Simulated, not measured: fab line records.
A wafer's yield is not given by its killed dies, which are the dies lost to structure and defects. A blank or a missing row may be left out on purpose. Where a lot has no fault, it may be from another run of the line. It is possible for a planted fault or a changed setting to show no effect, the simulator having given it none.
Comparing a struck lot with a sound one ; flow sky130 ; 17 steps out of a route of 708
Sound: wafers L147.1, L147.3, L147.6. The struck wafers were L156.2, L156.3, L156.6. The cause comes at the end.
For every step that has rows: the tool of each side, followed by ch and its chambers, followed by its first start. Under that, the readings that differ: sound wafers ; struck wafers ; difference of the means ; sigmas: that difference in standard deviations of wafers without a fault.
alike: same words and numbers on both sides, and readings whose means sit less than 2 such deviations apart. not compared: any withheld reading, any reading some wafer has no value for, any bound like >300 that may hide the same value, and any number with overlapping values for which the record gives no deviation.
The two part at a step that has a row with sigmas, a row that says differs or no value, or rows on one side only. Numbers that have no deviation but don't overlap get no sigmas and don't part them. A reading that every wafer of one side lacks parts them only if that side has two wafers or more.

first, 2 steps without rows for these wafers: SKY_NWELL_IMPLANT_12; SKY_NWELL_IMPLANT_13.
SKY_NWELL_STRIP_14: strips in O2/N2.
  sound on plasma asher-01 ch 0,1, day 4 14:34; struck on plasma asher-03 ch 0, day 6 19:35
  alike: drypump motor current A, oes product au, strip time to endpoint s
  not compared: rf hours counter h
SKY_NWELL_TW_MEAS_15:
  sound: film metro-04 at day 4 14:40; struck: film metro-03 at day 6 19:41
  alike: NWELL_TW
then, 7 steps without rows for these wafers: SKY_NWELL_DEHYDRATE_16 (time 60 s); SKY_NWELL_HMDS_17 (prime time 60 s); SKY_NWELL_COAT_18 (resist thk 3000 nm); SKY_NWELL_SOFTBAKE_19; SKY_NWELL_EXPOSE_20 (exposes mask NWM COMPLEMENT, target cd 840 nm); SKY_NWELL_PEB_21; SKY_NWELL_DEVELOP_22 (develop time 60 s).
SKY_NWELL_OVL_MEAS_23:
  sound: overlay-01 at day 5 08:05; struck: overlay-01 at day 7 15:32
  alike: NWELL_01_OVL
SKY_NWELL_IMPLANT_24:
  sound on implanter-01 ch 0, day 5 08:08; struck on implanter-01 ch 0, day 7 15:35
reading;sound;struck;difference;sigmas
dose ions cm2;9.196e+12 9.184e+12 9.198e+12;3.97e+12 3.979e+12 3.971e+12;-5.22e+12;-99 or more
faraday current uA;52.8 52.3 52.9;22.4 22.4 22.3;-30.3;-28
  alike: end station pressure torr
SKY_NWELL_STRIP_25: strips in O2/N2.
  sound on plasma asher-04 ch 0,1, day 5 08:17; struck on plasma asher-01 ch 0,1, day 7 15:43
  alike: drypump motor current A, oes product au, strip time to endpoint s
  not compared: rf hours counter h
SKY_NWELL_TW_MEAS_26:
  sound: film metro-04 at day 5 08:23; struck: film metro-04 at day 7 15:50
reading;sound;struck;difference;sigmas
NWELL_2_TW;502.5 502.1 500.2;385.4 387.7 383.8;-116.0;-41
then, 1 step without rows for these wafers: SKY_NWELL_CLEAN_27 (cleans in SC1/SC2, time 150 s).
-- the record jumps here: 41 days lie between the struck wafers' starts before and after (it left off in module NWELL and takes up again in module PAD_OPEN, whose first step shown is number 708 of the route) --
SKY_PAD_OPEN_PROBE_99:
  sound: prober-02 at day 45 21:59; struck: prober-01 at day 48 07:52
  alike: killed_at_M0_to_M3, killed_at_M4_up, killed at contacts, killed at front end, killed at other, killed dies, killed open, killed short

== WHERE THEY PART ==
Last at SKY_NWELL_TW_MEAS_26 as far as this record goes, first at SKY_NWELL_IMPLANT_24. Later steps at which nothing parts them and some readings are alike: SKY_PAD_OPEN_PROBE_99.

WHY: the cause the simulator had injected
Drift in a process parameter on implanter-01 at SKY_NWELL_IMPLANT_24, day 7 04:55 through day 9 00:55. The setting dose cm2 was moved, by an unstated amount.
